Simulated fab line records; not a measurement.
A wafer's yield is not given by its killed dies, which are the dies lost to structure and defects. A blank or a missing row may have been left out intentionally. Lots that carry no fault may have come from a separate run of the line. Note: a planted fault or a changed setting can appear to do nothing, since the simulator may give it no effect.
A struck lot beside a sound one / flow sfq-line / 42 out of 325 route steps
Sound: the wafers L428.1, L428.4, L428.5. Struck: wafers L442.2, L442.5 (left out: L442.6, a lot-mate that was not struck); the cause follows at the end.
Per side, at each step with rows, come the tool, then ch with its chambers, and then its first start. Under that, the readings that differ: sound wafers / struck wafers / difference of the means / sigmas: that difference in standard deviations of wafers without a fault.
alike: a reading whose means differ by less than 2 such deviations, as well as words and numbers matching on both sides. not compared: withheld readings; readings where some wafer has no value; bounds like >300 that might hide an equal value; numbers whose values overlap and for which the record gives no deviation.
A row with sigmas, a row that says differs or no value, or rows on one side alone: a step with any of these is where the two part. Numbers that have no deviation but don't overlap get no sigmas and don't part them. Lack of a reading on every wafer of one side parts them only where that side has two or more wafers.

first, 6 steps without rows for these wafers: SFQ_TRILAYER_M1_LITHO_COAT_044 (resist thk 62 nm); SFQ_TRILAYER_M1_LITHO_COAT_039 (resist thk 600 nm); SFQ_TRILAYER_M1_LITHO_SOFTBAKE_043; SFQ_TRILAYER_M1_LITHO_EXPOSE_040 (exposes mask M1, target cd 500 nm); SFQ_TRILAYER_M1_LITHO_PEB_042 (peb time 60 s); SFQ_TRILAYER_M1_LITHO_DEVELOP_041 (time 60 s).
SFQ_M1_OVL_MEAS_911:
  struck on overlay-01, day 26 23:53; sound on overlay-02, day 21 02:01
  alike: M1_OVL
then, 1 step without rows for these wafers: SFQ_TRILAYER_M1_BARC_OPEN_METAL_ETCH_054 (etches BARC in O2, target depth 125 nm, time 41.7 s).
SFQ_TRILAYER_M1_ETCH_METAL_ETCH_042: etches Nb in Cl2/Ar, stops on SiO2, target depth 240 nm, time 120 s.
  sound on rie-metal-03 ch 0, day 21 02:07; struck on rie-metal-04 ch 1, day 26 23:58
reading=drypump-motor-current-A (A); sound=5.5 5.5 5.5; struck=6.3 6.2; difference=+0.8; sigmas=+2
  alike: oes-product-au
  not compared: rf-hours-counter-h
then, 2 steps without rows for these wafers: SFQ_TRILAYER_M1_STRIP_STRIP_043 (strips in O2); SFQ_TRILAYER_M1_STRIP_SOLV_CLEAN_044 (cleans in NMP, time 600 s).
SFQ_TRILAYER_I1_DEP_PECVD_045: deposits SiO2 from SiH4/N2O, time 111.11 s, target thk 500 nm.
  sound on pecvd-01 ch 0,1, day 21 03:01; struck on pecvd-04 ch 0, day 27 00:52
reading=showerhead-vpp-V (V); sound=788 774 837; struck=903 904; difference=+104; sigmas=+2
  alike: heater-power-w, throttle-valve-pct
SFQ_TRILAYER_I1_CMP_CMP_046: polishes SiO2.
  sound on cmp-01 ch 0,1,3, day 21 04:34; struck on cmp-02 ch 1,3, day 27 04:51
reading=time-to-endpoint-s (s); sound=218 220 218; struck=273 285; difference=+60; sigmas=+9
reading=model.SiO2_of_TRILAYER_I1_DEP_PECVD_045.thk-nm (nm); sound=201.3 200.7 200.9; struck=303 306.8; difference=+104; sigmas=
  alike: head-pressure-psi, motor-current-A, slurry-filter-dp-kPa
SFQ_I1_BOW_MEAS_912:
  struck on film-metro-01, day 27 06:22; sound on film-metro-04, day 21 07:04
  alike: I1_BOW
SFQ_TRILAYER_I1_METRO_MEASURE_047:
  struck on film-metro-01, day 27 06:40; sound on film-metro-04, day 21 07:11
reading=thk-nm (nm); sound=201.4 200.5 200.9; struck=302.9 307.0; difference=+104.0; sigmas=+99 or more
then, 6 steps without rows for these wafers: SFQ_TRILAYER_I1_VIA_LITHO_COAT_054 (resist thk 62 nm); SFQ_TRILAYER_I1_VIA_LITHO_COAT_049 (resist thk 650 nm); SFQ_TRILAYER_I1_VIA_LITHO_SOFTBAKE_053; SFQ_TRILAYER_I1_VIA_LITHO_EXPOSE_050 (exposes mask I1, target cd 500 nm); SFQ_TRILAYER_I1_VIA_LITHO_PEB_052 (peb time 60 s); SFQ_TRILAYER_I1_VIA_LITHO_DEVELOP_051 (time 60 s).
-- the record jumps here: 5 days lie between the struck wafers' starts before and after --
SFQ_I1_OVL_MEAS_913:
  struck on overlay-02, day 32 18:38; sound on overlay-02, day 28 01:31
  alike: I1_OVL
SFQ_TRILAYER_I1_VIA_BARC_OPEN_VIA_ETCH_071: etches BARC in O2, target depth 125 nm, time 41.7 s.
  sound on rie-diel-01 ch 0,2, day 28 01:32; struck on rie-diel-03 ch 3, day 32 18:40
  alike: drypump-motor-current-A, oes-product-au
  not compared: rf-hours-counter-h
SFQ_TRILAYER_I1_VIA_ETCH_VIA_ETCH_052: etches SiO2 in CHF3, stops on Nb, target depth 260 nm.
  sound on rie-diel-01 ch 0,2, day 28 01:35; struck on rie-diel-03 ch 3, day 32 18:42
reading=oes-product-au (a.u.); sound=0.859 0.863 0.853; struck=0.994 0.997; difference=+0.137; sigmas=+27
reading=model.etch.depth-nm (nm); sound=201.3 200.7 200.9; struck=260.5 258.8; difference=+58.7; sigmas=
reading=model.I1.feature-depth-nm (nm); sound=201.3 200.7 200.9; struck=260.5 258.8; difference=+58.7; sigmas=
  alike: drypump-motor-current-A
then, 2 steps without rows for these wafers: SFQ_TRILAYER_I1_VIA_STRIP_STRIP_053 (strips in O2); SFQ_TRILAYER_I1_VIA_STRIP_SOLV_CLEAN_054 (cleans in NMP, time 600 s).
SFQ_TRILAYER_M2_DEP_PRE_CLEAN_056: time 22.5 s.
  struck on pvd-sputter-05, day 32 19:35; sound on pvd-sputter-04, day 28 02:28
reading=model.SiO2_of_TRILAYER_I1_DEP_PECVD_045.thk-nm (nm); sound=193.8 193.2 193.4; struck=295.5 299.3; difference=+103.9; sigmas=
then, 1 step without rows for these wafers: SFQ_TRILAYER_M2_DEP_SPUTTER_055 (material Nb, target thk 200 nm, time 133.3 s).
SFQ_M2_RS_MEAS_914: measures by four-point-probe.
  struck on film-metro-03, day 32 19:44; sound on film-metro-01, day 28 02:35
  alike: M2_NB_RS
then, 6 steps without rows for these wafers: SFQ_TRILAYER_M2_LITHO_COAT_062 (resist thk 62 nm); SFQ_TRILAYER_M2_LITHO_COAT_057 (resist thk 600 nm); SFQ_TRILAYER_M2_LITHO_SOFTBAKE_061; SFQ_TRILAYER_M2_LITHO_EXPOSE_058 (exposes mask M2, target cd 500 nm); SFQ_TRILAYER_M2_LITHO_PEB_060 (peb time 60 s); SFQ_TRILAYER_M2_LITHO_DEVELOP_059 (time 60 s).
-- the record jumps here: 6 days lie between the struck wafers' starts before and after --
SFQ_M2_OVL_MEAS_916:
  struck on overlay-02, day 38 16:26; sound on overlay-02, day 28 05:01
  alike: M2_OVL
then, 1 step without rows for these wafers: SFQ_TRILAYER_M2_BARC_OPEN_METAL_ETCH_077 (etches BARC in O2, target depth 125 nm, time 41.7 s).
SFQ_TRILAYER_M2_ETCH_METAL_ETCH_060: etches Nb in Cl2/Ar, stops on SiO2, target depth 240 nm, time 120 s.
  sound on rie-metal-02 ch 0,1, day 28 05:07; struck on rie-metal-04 ch 0,1, day 38 16:32
  alike: drypump-motor-current-A, oes-product-au
  not compared: rf-hours-counter-h
SFQ_TRILAYER_M2_STRIP_STRIP_061: strips in O2.
  sound on rie-metal-02 ch 0,1, day 28 05:14; struck on rie-metal-04 ch 0,1, day 38 16:40
  alike: drypump-motor-current-A, oes-product-au
  not compared: rf-hours-counter-h
then, 2 steps without rows for these wafers: SFQ_TRILAYER_M2_STRIP_SOLV_CLEAN_062 (cleans in NMP, time 600 s); SFQ_TRILAYER_I2_DEP_PECVD_063 (deposits SiO2 from SiH4/N2O, time 111.11 s, target thk 500 nm).
-- the record jumps here: 52 days lie between the struck wafers' starts before and after --
SFQ_M8_BOW_MEAS_951:
  struck on film-metro-02, day 90 23:29; sound on film-metro-04, day 86 14:05
reading=model.etest.i1.link-ohm; sound=1.973 1.97 1.97; struck=1e+06 1e+06; difference=+1e+06; sigmas=
  alike: M8_BOW

== WHERE THEY PART ==
Last at SFQ_TRILAYER_I1_VIA_ETCH_VIA_ETCH_052 as far as this record goes, first at SFQ_TRILAYER_M1_ETCH_METAL_ETCH_042. Later steps at which nothing parts them and some readings are alike: SFQ_M2_RS_MEAS_914, SFQ_M2_OVL_MEAS_916, SFQ_TRILAYER_M2_ETCH_METAL_ETCH_060, SFQ_TRILAYER_M2_STRIP_STRIP_061, SFQ_M8_BOW_MEAS_951.

WHY: what had been put in by the simulator
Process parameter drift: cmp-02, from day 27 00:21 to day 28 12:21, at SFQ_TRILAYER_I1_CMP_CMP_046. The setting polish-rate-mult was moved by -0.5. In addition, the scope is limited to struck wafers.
